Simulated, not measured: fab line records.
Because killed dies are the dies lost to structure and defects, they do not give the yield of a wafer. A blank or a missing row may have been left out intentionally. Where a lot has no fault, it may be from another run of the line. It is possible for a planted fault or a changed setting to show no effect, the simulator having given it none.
fab line records	flow gf180mcu
record lots=14	wafers=42	lastDay=34
route steps=602 shown STI@31 LVPWELL@62 MVPSD@85 DUAL_GATE@152
lots with no fault: from the same line, run without faults
startH: the number of hours between the record's first day and the start of the first shown wafer of the lot	waitH: hours since the lot's step before	" unchanged from the row above	L1.1+2: a row that stands for several wafers	- no value, or no start given	* or withheld: withheld	< > ~ a bound
route shown NAME@n: names a module that has steps shown in the file, with the first one's number in the route	usual: mean/standard deviation taken from wafers without a fault	same: alike in all rows	chamber/n: place in a boat	sites: each site's reading	_std_site: the standard deviation of these	_edge_site: inner sites' mean taken away from outer sites' mean	radiusMm: for every site, how far away it sits from the centre of the wafer	mask NAME#n: copy n	behind: the last tool/chamber to shape the wafer	hold: what put the lot on hold/how long, in hours/how the hold closed	device: the transistor (n, p or np) that didn't switch	end of line: the same wafers' tests at the end of the route	step lacking rows: just its recipe	killed: not the wafer's yield, but the dies lost to structure and defects at the first sort	map: per-die view of a wafer (x killed, . not killed, _ where there is no die)
set.NAME: the setting that was run; set.NAME@STEP: the one run at that earlier step	model.NAME: the simulator's own value behind a step, which no gauge read
route steps across a sampled set of lots; one table per step, one row per wafer
services: a tool's chamber out of use, with start hour (startH, from the record's first day; less than 0 if before it), hours out, and reason
## steps
# step GF_STI_THK_MEAS_30
# recipe reads=SiO2_of_STI_OXIDATION_29
# usual STI_OXIDATION_02_THK=9.98/0.19
lot.wafer	tool	chamber	startH	waitH	STI_OXIDATION_02_THK[nm]
L895.1	filmMetro-02	-	33.09	0.0	10.25
L895.3	"	-	"	"	9.95
L895.5	"	-	"	"	10.03
L896.2	filmMetro-03	-	36.03	0.0	9.98
L896.3	"	-	"	"	10.00
L896.6	"	-	"	"	9.88
L897.2	filmMetro-02	-	40.11	0.0	10.10
L897.3	"	-	"	"	9.70
L897.5	"	-	"	"	9.81
L898.2	filmMetro-02	-	45.83	0.0	9.87
L898.3	"	-	"	"	10.20
L898.5	"	-	"	"	10.00
L899.1	filmMetro-01	-	53.66	0.0	9.83
L899.2	"	-	"	"	9.97
L899.5	"	-	"	"	9.80
L900.3	filmMetro-03	-	57.29	0.0	10.08
L900.5	"	-	"	"	10.08
L900.6	"	-	"	"	10.10
L902.1	filmMetro-02	-	65.76	0.0	10.34
L902.2	"	-	"	"	10.06
L902.3	"	-	"	"	10.08
L903.2	filmMetro-02	-	72.12	0.0	10.34
L903.3	"	-	"	"	10.30
L903.6	"	-	"	"	10.31
L904.4	filmMetro-03	-	76.10	0.0	10.07
L904.5	"	-	"	"	10.27
L904.6	"	-	"	"	10.24
L905.1	filmMetro-02	-	82.22	0.0	10.40
L905.4	"	-	"	"	10.11
L905.5	"	-	"	"	10.07
L906.1	filmMetro-02	-	87.28	0.0	9.87
L906.4	"	-	"	"	9.97
L906.6	"	-	"	"	10.12
L908.3	filmMetro-02	-	99.95	0.0	9.76
L908.5	"	-	"	"	9.96
L908.6	"	-	"	"	9.66
L911.1	filmMetro-01	-	121.72	0.0	9.51
L911.2	"	-	"	"	9.50
L911.3	"	-	"	"	9.45
L916.1	filmMetro-02	-	139.85	0.0	10.02
L916.3	"	-	"	"	9.96
L916.5	"	-	"	"	10.10
# step GF_LVPWELL_IMPLANT_08
# recipe species=B	energyKev=170	doseCm2=1.5e+13	tiltDeg=0
# usual beamEnergyKeV=170.00/0.051
lot.wafer	tool	chamber	startH	waitH	beamEnergyKeV
L895.1	implanter-03	0	71.35	0.0	170.02
L895.3	"	0	"	"	170.05
L895.5	"	0	"	"	170.01
L896.2	implanter-04	0	76.41	0.0	169.95
L896.3	"	0	"	"	169.92
L896.6	"	0	"	"	170.01
L897.2	implanter-03	0	80.77	0.0	170.00
L897.3	"	0	"	"	170.00
L897.5	"	0	"	"	169.97
L898.2	implanter-02	0	84.52	0.0	170.01
L898.3	"	0	"	"	169.97
L898.5	"	0	"	"	169.94
L899.1	implanter-02	0	95.14	0.0	170.00
L899.2	"	0	"	"	169.96
L899.5	"	0	"	"	170.00
L900.3	implanter-04	0	98.70	0.1	170.00
L900.5	"	0	"	"	170.05
L900.6	"	0	"	"	170.01
L902.1	implanter-02	0	107.95	0.0	170.12
L902.2	"	0	"	"	170.04
L902.3	"	0	"	"	170.00
L903.2	implanter-02	0	114.17	0.0	169.92
L903.3	"	0	"	"	169.97
L903.6	"	0	"	"	170.02
L904.4	implanter-03	0	119.22	0.1	170.00
L904.5	"	0	"	"	169.90
L904.6	"	0	"	"	170.02
L905.1	implanter-04	0	125.39	0.0	170.02
L905.4	"	0	"	"	170.00
L905.5	"	0	"	"	169.99
L906.1	implanter-04	0	130.15	0.0	169.97
L906.4	"	0	"	"	170.00
L906.6	"	0	"	"	169.96
L908.3	implanter-03	0	143.24	0.1	170.01
L908.5	"	0	"	"	169.99
L908.6	"	0	"	"	170.07
L911.1	implanter-02	0	169.05	0.0	133.03
L911.2	"	0	"	"	133.04
L911.3	"	0	"	"	133.03
L916.1	implanter-02	0	188.03	0.0	133.08
L916.3	"	0	"	"	133.13
L916.5	"	0	"	"	133.12
# step GF_MVPSD_OVL_MEAS_07
# usual MVPSD_OVL=1.3/1.7
lot.wafer	tool	chamber	startH	waitH	MVPSD_OVL[nm]
L895.1	overlay-02	-	99.16	-	2.8
L895.3	"	-	"	"	1.6
L895.5	"	-	"	"	2.7
L896.2	overlay-02	-	104.72	-	1.8
L896.3	"	-	"	"	2.9
L896.6	"	-	"	"	2.0
L897.2	overlay-02	-	108.92	-	-1.0
L897.3	"	-	"	"	0.1
L897.5	"	-	"	"	0.8
L898.2	overlay-01	-	112.81	-	2.5
L898.3	"	-	"	"	2.6
L898.5	"	-	"	"	4.7
L899.1	overlay-01	-	123.76	-	4.6
L899.2	"	-	"	"	3.0
L899.5	"	-	"	"	3.4
L900.3	overlay-01	-	126.37	-	-0.6
L900.5	"	-	"	"	-1.8
L900.6	"	-	"	"	0.7
L902.1	overlay-02	-	137.31	-	1.3
L902.2	"	-	"	"	-1.4
L902.3	"	-	"	"	-0.3
L903.2	overlay-01	-	143.96	-	5.6
L903.3	"	-	"	"	4.9
L903.6	"	-	"	"	4.0
L904.4	overlay-01	-	149.13	-	1.4
L904.5	"	-	"	"	2.3
L904.6	"	-	"	"	3.8
L905.1	overlay-01	-	156.00	-	0.2
L905.4	"	-	"	"	2.4
L905.5	"	-	"	"	1.6
L906.1	overlay-01	-	161.71	-	0.6
L906.4	"	-	"	"	0.0
L906.6	"	-	"	"	-0.4
L908.3	overlay-01	-	175.62	-	2.8
L908.5	"	-	"	"	2.2
L908.6	"	-	"	"	-0.3
L911.1	overlay-02	-	202.41	-	-1.9
L911.2	"	-	"	"	-2.6
L911.3	"	-	"	"	-2.4
L916.1	overlay-01	-	222.21	-	-1.1
L916.3	"	-	"	"	-2.2
L916.5	"	-	"	"	-1.9
# step GF_VT_IMPLANT_RS_MEAS_48
# recipe thkMeasGauge=four-point-probe
# usual LVPWELL_RS=1196.5/2.7
lot.wafer	tool	chamber	startH	waitH	LVPWELL_RS[ohm/sq]
L895.1	filmMetro-02	-	158.64	0.1	1192.4
L895.3	"	-	"	"	1194.7
L895.5	"	-	"	"	1198.3
L896.2	filmMetro-01	-	166.01	0.1	1200.7
L896.3	"	-	"	"	1195.3
L896.6	"	-	"	"	1200.5
L897.2	filmMetro-01	-	171.41	0.1	1196.7
L897.3	"	-	"	"	1198.8
L897.5	"	-	"	"	1195.6
L898.2	filmMetro-04	-	174.71	0.1	1195.2
L898.3	"	-	"	"	1192.5
L898.5	"	-	"	"	1196.0
L899.1	filmMetro-02	-	187.79	0.1	1191.6
L899.2	"	-	"	"	1193.3
L899.5	"	-	"	"	1193.4
L900.3	filmMetro-02	-	191.09	0.1	1200.9
L900.5	"	-	"	"	1199.5
L900.6	"	-	"	"	1200.3
L902.1	filmMetro-04	-	202.79	0.1	1191.7
L902.2	"	-	"	"	1192.1
L902.3	"	-	"	"	1191.0
L903.2	filmMetro-02	-	211.86	0.1	1194.7
L903.3	"	-	"	"	1196.7
L903.6	"	-	"	"	1195.0
L904.4	filmMetro-02	-	217.14	0.1	1195.0
L904.5	"	-	"	"	1198.9
L904.6	"	-	"	"	1196.7
L905.1	filmMetro-02	-	224.78	0.1	1197.1
L905.4	"	-	"	"	1197.2
L905.5	"	-	"	"	1194.6
L906.1	filmMetro-02	-	231.54	0.1	1196.6
L906.4	"	-	"	"	1196.2
L906.6	"	-	"	"	1196.1
L908.3	filmMetro-01	-	246.27	0.1	1203.0
L908.5	"	-	"	"	1197.7
L908.6	"	-	"	"	1200.8
L911.1	filmMetro-02	-	277.26	0.1	1255.3
L911.2	"	-	"	"	1253.7
L911.3	"	-	"	"	1252.4
L916.1	filmMetro-01	-	297.93	0.1	1255.9
L916.3	"	-	"	"	1261.5
L916.5	"	-	"	"	1263.6
# step GF_DUAL_GATE_OVL_MEAS_11
# usual DUAL_GATE_OVL=1.1/1.3
lot.wafer	tool	chamber	startH	waitH	DUAL_GATE_OVL[nm]
L895.1	overlay-02	-	176.25	0.1	0.3
L895.3	"	-	"	"	0.0
L895.5	"	-	"	"	0.7
L896.2	overlay-01	-	186.75	0.1	-0.4
L896.3	"	-	"	"	-0.8
L896.6	"	-	"	"	0.9
L898.2	overlay-01	-	193.95	0.1	3.1
L898.3	"	-	"	"	0.2
L898.5	"	-	"	"	0.3
L897.2	overlay-02	-	194.61	0.1	1.4
L897.3	"	-	"	"	2.8
L897.5	"	-	"	"	1.6
L899.1	overlay-01	-	207.21	0.1	0.9
L899.2	"	-	"	"	1.3
L899.5	"	-	"	"	0.7
L900.3	overlay-01	-	209.97	0.1	1.5
L900.5	"	-	"	"	1.3
L900.6	"	-	"	"	2.2
L902.1	overlay-01	-	221.71	0.1	2.1
L902.2	"	-	"	"	3.0
L902.3	"	-	"	"	-0.3
L903.2	overlay-01	-	231.65	0.1	-0.1
L903.3	"	-	"	"	-0.1
L903.6	"	-	"	"	-1.7
L904.4	overlay-02	-	237.38	0.1	0.6
L904.5	"	-	"	"	0.1
L904.6	"	-	"	"	1.2
L905.1	overlay-02	-	245.11	0.1	0.7
L905.4	"	-	"	"	-0.9
L905.5	"	-	"	"	0.1
L906.1	overlay-01	-	251.40	0.1	1.3
L906.4	"	-	"	"	0.9
L906.6	"	-	"	"	1.1
L908.3	overlay-02	-	270.82	0.1	-0.4
L908.5	"	-	"	"	2.3
L908.6	"	-	"	"	0.8
L911.1	overlay-02	-	298.55	0.1	3.7
L911.2	"	-	"	"	1.9
L911.3	"	-	"	"	3.2
L916.1	overlay-02	-	320.75	0.1	-1.6
L916.3	"	-	"	"	-2.6
L916.5	"	-	"	"	-1.1
## services
tool	chamber	startH	hours	kind
implanter-03	-	65.45	1.9	repair
implanter-02	-	103.45	4.2	pm
implanter-03	-	111.92	2.4	repair
implanter-03	-	129.24	0.9	repair
implanter-03	-	165.29	3.9	pm
implanter-02	-	174.87	1.5	repair
## key
firstSign step=GF_LVPWELL_IMPLANT_08	reading=beamEnergyKeV	direction=down	sigmas=99+	usual=170.00	struck=133.07
effect step=GF_VT_IMPLANT_RS_MEAS_48	reading=LVPWELL_RS	direction=up	sigmas=22	usual=1196.5	struck=1257.1
metAt GF_LVPWELL_IMPLANT_08
struckLots L911,L916
testerLeftOut L911,L916
notActingAt GF_STI_THK_MEAS_30,GF_MVPSD_OVL_MEAS_07,GF_DUAL_GATE_OVL_MEAS_11
onsetBetween 114.17 169.05
fault kind=processParameterDrift	tool=implanter-02	chamber=-	onsetH=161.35	steps=GF_LVPWELL_IMPLANT_08	channel=energyKev	offset=-36.94	shape=step	endH=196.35	actsIn=theseRecipesOnly	stated=170
# testerLeftOut: of these lots the tester's yield and bins aren't shown, on N5 and GAA mostly nor the transistor test; their killed dies are dies lost to structure and defects alone, not to doping, threshold or leakage, so they don't give the yield
